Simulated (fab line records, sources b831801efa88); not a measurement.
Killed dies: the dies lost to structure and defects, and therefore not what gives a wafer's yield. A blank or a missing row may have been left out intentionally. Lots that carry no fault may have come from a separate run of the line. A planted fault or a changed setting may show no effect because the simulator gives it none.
Check for tools in common | flow sfq-line | 14 lots, 42 wafers sampled

== WHY IT WAS OPENED ==
2 of 14 lots carry a flag on the reading R5_MONX_RS at SFQ_R5_RS_MEAS_933. Wafers without a fault read 7.09 ohm/sq, standard deviation 0.083.
Rule: a lot is flagged when every wafer of it that has a number lies more than 4 standard deviations from that mean, or none has a number. All remaining lots are regarded as sound.

lot  | measured     | on            | R5_MONX_RS (ohm/sq), wafer by wafer | flag
L360 | day 54 19:37 | film-metro-03 | 7.00 7.16 7.29                      |
L363 | day 55 00:55 | film-metro-04 | 7.05 7.10 7.05                      |
L364 | day 55 01:38 | film-metro-03 | 7.09 7.01 7.13                      |
L365 | day 55 03:55 | film-metro-04 | 7.13 7.00 7.13                      |
L369 | day 58 10:48 | film-metro-02 | 7.06 7.14 7.25                      |
L370 | day 59 00:47 | film-metro-03 | 5.81 5.71 5.81                      | FLAGGED
L372 | day 59 10:13 | film-metro-03 | 5.75 5.80 5.69                      | FLAGGED
L375 | day 60 06:48 | film-metro-02 | 7.10 7.08 7.01                      |
L376 | day 60 11:56 | film-metro-03 | 6.97 7.09 6.94                      |
L377 | day 60 14:56 | film-metro-04 | 6.97 7.04 7.08                      |
L379 | day 61 04:10 | film-metro-04 | 7.00 7.10 7.07                      |
L381 | day 61 19:52 | film-metro-03 | 7.17 7.08 7.04                      |
L382 | day 62 03:11 | film-metro-02 | 7.03 7.03 7.08                      |
L383 | day 62 08:40 | film-metro-03 | 7.17 7.08 7.22                      |
The numbers of the flagged lots are 5.76 ohm/sq on average: -1.33 ohm/sq against the usual, or -16 standard deviations.

== EACH LOT AND THE TOOL IT RAN ON ==
The record keeps 1 process step preceding the reading, out of 325 steps on the route. Cell contents, in order: the tool; ch with the chambers the sampled wafers went through; the start.
lot  | flag    | SFQ_TRILAYER_R5_DEP_SPUTTER_133
L360 |         | pvd-sputter-06, day 54 19:31
L363 |         | pvd-sputter-03, day 55 00:49
L364 |         | pvd-sputter-06, day 55 01:31
L365 |         | pvd-sputter-05, day 55 03:49
L369 |         | pvd-sputter-06, day 58 10:44
L370 | FLAGGED | pvd-sputter-06, day 59 00:41
L372 | FLAGGED | pvd-sputter-06, day 59 10:09
L375 |         | pvd-sputter-05, day 60 06:42
L376 |         | pvd-sputter-03, day 60 11:52
L377 |         | pvd-sputter-05, day 60 14:52
L379 |         | pvd-sputter-03, day 61 04:04
L381 |         | pvd-sputter-06, day 61 19:47
L382 |         | pvd-sputter-05, day 62 03:07
L383 |         | pvd-sputter-06, day 62 08:36
What these steps do:
- SFQ_TRILAYER_R5_DEP_SPUTTER_133: material MoNx, target thk 40 nm, time 66.7 s.
- SFQ_R5_RS_MEAS_933: measures by four-point-probe.

== FLAGGED OVER TOTAL, TOOL BY TOOL (the gauges that took the reading come last) ==
step                            | tool           | lots run | flagged | share of the flagged lots | sound lots run after its first flagged lot
SFQ_TRILAYER_R5_DEP_SPUTTER_133 | pvd-sputter-03 | 3        | 0       | none                      | -
SFQ_TRILAYER_R5_DEP_SPUTTER_133 | pvd-sputter-05 | 4        | 0       | none                      | -
SFQ_TRILAYER_R5_DEP_SPUTTER_133 | pvd-sputter-06 | 7        | 2       | all                       | 2 (L381,L383)
SFQ_R5_RS_MEAS_933              | film-metro-02  | 3        | 0       | none                      | -
SFQ_R5_RS_MEAS_933              | film-metro-03  | 7        | 2       | all                       | 3 (L376,L381,L383)
SFQ_R5_RS_MEAS_933              | film-metro-04  | 4        | 0       | none                      | -

== WHAT THE TABLE PERMITS ==
Table rows that saw every flagged lot: 2, namely pvd-sputter-06 at SFQ_TRILAYER_R5_DEP_SPUTTER_133 and film-metro-03 at SFQ_R5_RS_MEAS_933.
- pvd-sputter-06 at SFQ_TRILAYER_R5_DEP_SPUTTER_133: 2 of its 7 lots flagged. Sound lots ran on it after the first flagged one (L381, L383), which a lasting fault on the whole tool wouldn't allow. Its own readings lie more than 4 standard deviations out on every wafer of the flagged lots: cathode-dc-power-W.
- film-metro-03 at SFQ_R5_RS_MEAS_933: 2 of its 7 lots flagged. Sound lots ran on it after the first flagged one (L376, L381, L383), which a lasting fault on the whole tool wouldn't allow.
Not one row of the table ran every flagged lot while running no sound lot after the first.

== WHAT HAD BEEN PUT IN BY THE SIMULATOR ==
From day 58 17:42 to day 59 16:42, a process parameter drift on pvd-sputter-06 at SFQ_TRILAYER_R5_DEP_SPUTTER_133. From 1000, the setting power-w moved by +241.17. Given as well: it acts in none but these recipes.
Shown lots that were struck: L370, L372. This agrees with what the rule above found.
